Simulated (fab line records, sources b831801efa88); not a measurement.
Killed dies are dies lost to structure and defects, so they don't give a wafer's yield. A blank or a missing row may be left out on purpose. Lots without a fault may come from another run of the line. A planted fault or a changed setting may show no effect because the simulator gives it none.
A struck lot beside a sound one | flow gf180mcu | 37 steps out of a route of 602
Sound: wafers L393.2, L393.5, L393.6. Struck: wafers L384.1, L384.2, L384.4. The cause comes at the end.
At each step with rows: each side's tool, then ch and its chambers, then its first start. Under that, the readings that differ: sound wafers | struck wafers | difference of the means | sigmas: that difference in standard deviations of wafers without a fault.
alike: readings whose means differ by less than 2 such deviations, and words and numbers that are the same on both sides. not compared: withheld readings, readings that some wafer has no value for, bounds like >300 that may hide the same value, and numbers for which the record gives no deviation and whose values overlap.
The two part at a step that has a row with sigmas, a row that says differs or no value, or rows on one side only. Numbers that don't overlap but have no deviation are shown without sigmas and don't part them. A reading that every wafer of one side lacks parts them only if that side has two wafers or more.

first, 11 steps without rows for these wafers: GF_DUAL_GATE_DEHYDRATE_04 (time 60 s); GF_DUAL_GATE_HMDS_05 (prime time 60 s); GF_DUAL_GATE_COAT_06 (resist thk 1000 nm); GF_DUAL_GATE_SOFTBAKE_07 (time 60 s); GF_DUAL_GATE_EXPOSE_08 (exposes mask Dualgate, target cd 700 nm); GF_DUAL_GATE_PEB_09; GF_DUAL_GATE_DEVELOP_10 (develop time 60 s); GF_DUAL_GATE_WET_ETCH_12 (etches SiO2 in dHF, target depth 13 nm, time 260 s); GF_DUAL_GATE_STRIP_13 (strips in O2/N2); GF_DUAL_GATE_CLEAN_14 (cleans in SC1/SC2, time 150 s); GF_DUAL_GATE_OXIDATION_15 (stabilise 600 s, purge 300 s, target thk 7.098 nm).
GF_POLY_GATE_CVD_00: deposits poly-Si, target thk 200 nm, time 1200 s.
  sound on lpcvd-01 ch 0, day 14 06:04; struck on lpcvd-02 ch 0, day 11 17:58
  reading                                       | sound                | struck               | difference | sigmas
  spike_tc_bottom_C (C)                         | 637.3 638.1 637.2    | 622.5 623.8 623.8    | -14.2      | -8
  spike_tc_centre_C (C)                         | 621.4 620.4 620.3    | 606.8 608.8 607.9    | -12.9      | -9
  spike_tc_lower_C (C)                          | 619.7 618.8 619.4    | 607.4 608.1 608.9    | -11.2      | -8
  spike_tc_top_C (C)                            | 639.0 636.5 638.5    | 626.2 626.6 625.9    | -11.8      | -7
  spike_tc_upper_C (C)                          | 620.0 618.3 619.3    | 607.2 607.9 607.7    | -11.6      | -8
  susceptor_temp_C (C)                          | 620.05 620.12 619.68 | 607.43 607.50 607.59 | -12.44     | -43
  model.poly-Si_of_POLY_GATE_CVD_00.thk_nm (nm) | 203.9 203.1 203.3    | 151.9 150.4 149.9    | -52.7      |
  alike: pressure_mtorr, zone_power_bottom_pct
GF_POLY_GATE_THK_MEAS_01:
  sound on film_metro-02, day 14 07:25; struck on film_metro-01, day 11 19:19
  reading                   | sound             | struck            | difference | sigmas
  POLY_GATE_CVD_00_THK (nm) | 203.9 203.0 203.2 | 152.0 150.4 149.9 | -52.6      | -26
then, 9 steps without rows for these wafers: GF_POLY_GATE_DEHYDRATE_02 (time 60 s); GF_POLY_GATE_HMDS_03 (prime time 60 s); GF_POLY_GATE_COAT_04; GF_POLY_GATE_COAT_05 (resist thk 700 nm); GF_POLY_GATE_SOFTBAKE_06 (time 60 s); GF_POLY_GATE_EXPOSE_07 (exposes mask Poly2, target cd 280 nm); GF_POLY_GATE_PEB_08 (peb time 90 s); GF_POLY_GATE_DEVELOP_09 (develop time 60 s); GF_POLY_GATE_ETCH_12 (etches BARC in N2/H2).
GF_POLY_GATE_ETCH_13: etches poly-Si in HBr/Cl2, stops on SiO2, target depth 198.5 nm, time 72.55 s.
  sound on rie_si-01 ch 2,3, day 15 05:10; struck on rie_si-01 ch 0,2, day 12 13:37
  reading                               | sound             | struck            | difference | sigmas
  oes_product_au (a.u.)                 | 0.985 0.980 0.981 | 0.818 0.808 0.811 | -0.170     | -24
  model.etch.depth_nm (nm)              | 203.9 203.1 203.3 | 151.9 150.4 149.9 | -52.7      |
  model.POLY_GATE.feature_depth_nm (nm) | 204 203.1 203.4   | 152 150.5 150     | -53        |
  alike: HBr_flow_sccm, drypump_motor_current_A, throttle_valve_pct
  not compared: rf_hours_counter_h
then, 12 steps without rows for these wafers: GF_POLY_GATE_STRIP_14 (strips in O2/N2); GF_POLY_GATE_CLEAN_15 (cleans in SC1/SC2, time 150 s); GF_POLY_GATE_OXIDATION_16 (stabilise 600 s, purge 300 s, target thk 4 nm); GF_HV_LDD_DEHYDRATE_00 (time 60 s); GF_HV_LDD_HMDS_01 (prime time 60 s); GF_HV_LDD_COAT_02 (resist thk 1000 nm); GF_HV_LDD_SOFTBAKE_03 (time 60 s); GF_HV_LDD_EXPOSE_04 (exposes mask Nplus LV AREA, target cd 400 nm); GF_HV_LDD_PEB_05; GF_HV_LDD_DEVELOP_06 (develop time 60 s); GF_HV_LDD_IMPLANT_09; GF_HV_LDD_STRIP_10 (strips in O2/N2).
-- the record jumps here: 7 days lie between the struck wafers' starts before and after (it left off in module HV_LDD and takes up again in module SALICIDE, whose first step shown is number 278 of the route) --
GF_SALICIDE_CLEAN_00: cleans in SC1/SC2, time 150 s.
  sound on wet_bench-01 ch 1, day 22 06:11; struck on wet_bench-04 ch 1, day 19 05:22
  reading                                       | sound           | struck            | difference | sigmas
  model.poly-Si_of_POLY_GATE_CVD_00.thk_nm (nm) | 202.7 201.8 202 | 150.6 149.1 148.6 | -52.7      |
-- the record jumps here: 13 days lie between the struck wafers' starts before and after (it left off in module SALICIDE and takes up again in module PASSIVATION, whose first step shown is number 602 of the route) --
GF_PASSIVATION_PROBE_99:
  sound on prober-01, day 34 06:14; struck on prober-02, day 32 06:29
  reading                             | sound                         | struck                        | difference | sigmas
  model.etest.ldpmos_10p0.r_on_ohm_um | 1.117e+04 1.112e+04 1.113e+04 | 1.065e+04 1.067e+04 1.053e+04 | -5.233e+02 |
  model.etest.pmos_6p0.r_on_ohm_um    | 6428 6416 6483                | 6026 6030 6044                | -409       |
  model.etest.ppoly_u.line_ohm_um     | 422.1 453.5 426.6             | 513 522.2 517.6               | +84        |
  model.etest.npoly_u.line_ohm_um     | 368.8 396.3 375.8             | 465.4 474.9 467.5             | +89.0      |
  model.etest.ppoly_u.rs_ohm_sq       | 339.7 364.7 342.9             | 412.9 419.5 414.3             | +66.5      |
  model.etest.npoly_u.rs_ohm_sq       | 298.9 319.7 300.1             | 371.3 378.4 375.6             | +68.9      |
  model.etest.pmos_6p0.drive_ua_um    | 287.2 288.8 285.5             | 315.5 314 315.3               | +27.8      |
  model.etest.ldpmos_10p0.drive_ua_um | 259 261.4 260                 | 281.2 281.4 286.6             | +22.9      |

WHERE THEY PART
First at GF_POLY_GATE_CVD_00; last, within this record, at GF_POLY_GATE_ETCH_13.

WHY: what the simulator had put in
Process parameter drift: lpcvd-02, from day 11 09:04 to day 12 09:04, at GF_POLY_GATE_CVD_00. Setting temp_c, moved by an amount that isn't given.
